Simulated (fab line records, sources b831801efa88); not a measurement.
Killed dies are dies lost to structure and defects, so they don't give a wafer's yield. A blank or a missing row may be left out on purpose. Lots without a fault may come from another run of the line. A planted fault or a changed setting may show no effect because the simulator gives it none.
One fault seen from 2 desks | flow sky130 | each desk has only its own numbers; what lay behind them comes last

THE METROLOGY DESK
What the gauges read, lot by lot, whatever tool the lot ran on: means of the sampled wafers that have a number. A lot is out of limits, marked OUT, if its mean lies more than 4 standard deviations from the usual mean; the brackets give that distance.
Columns: A = cd_nm at SKY_POLY_GATE_CD_MEAS_13, usual 149.9 nm; B = POLY_GATE_OVL at SKY_POLY_GATE_OVL_MEAS_14, usual -1 nm
lot  | first seen here | A     | B
L313 | day 18 22:38    | 148.2 | -6
L314 | day 19 04:47    | 150.9 | 3
L319 | day 21 08:11    | 150.0 | -11
L318 | day 21 09:23    | 149.7 | -3
L321 | day 21 23:13    | 148.3 | 0
L322 | day 22 07:59    | 149.0 | -0
This desk's finding: nothing out of limits on any of the 6 lots.

THE TOOL OWNER'S DESK: rie_si-01
The tool's own readings at SKY_POLY_GATE_ETCH_17 (etches poly-Si in HBr/Cl2, stops on SiO2, target depth 180 nm, time 70.5 s): means of the sampled wafers that have a number, for each lot that ran on this tool. A lot is out of limits, marked OUT, if its mean lies more than 4 standard deviations from the usual mean; the brackets give that distance.
Columns: A = bias_w at SKY_POLY_GATE_ETCH_17, usual 100.03 W; B = chamber_pressure_mTorr at SKY_POLY_GATE_ETCH_17, usual 10.001 mTorr; C = drypump_motor_current_A at SKY_POLY_GATE_ETCH_17, usual 5.6 A; D = oes_product_au at SKY_POLY_GATE_ETCH_17, usual 0.986 a.u.; E = rf_fwd_power_W at SKY_POLY_GATE_ETCH_17, usual 396.3 W; F = throttle_valve_pct at SKY_POLY_GATE_ETCH_17, usual 33.685 %
lot  | first seen here | A     | B      | C   | D     | E     | F
L313 | day 18 22:57    | 99.88 | 9.999  | 5.9 | 0.983 | 396.3 | 33.690
L314 | day 19 05:07    | 99.52 | 10.005 | 5.2 | 0.992 | 395.2 | 33.690
L319 | day 21 08:31    | 99.92 | 10.002 | 5.7 | 0.994 | 396.0 | 33.676
This desk's finding: nothing out of limits on any of the 3 lots.

PUT TOGETHER
The metrology desk saw nothing out of limits.
The tool owner's desk saw nothing out of limits.

WHAT THE SIMULATOR HAD PUT IN
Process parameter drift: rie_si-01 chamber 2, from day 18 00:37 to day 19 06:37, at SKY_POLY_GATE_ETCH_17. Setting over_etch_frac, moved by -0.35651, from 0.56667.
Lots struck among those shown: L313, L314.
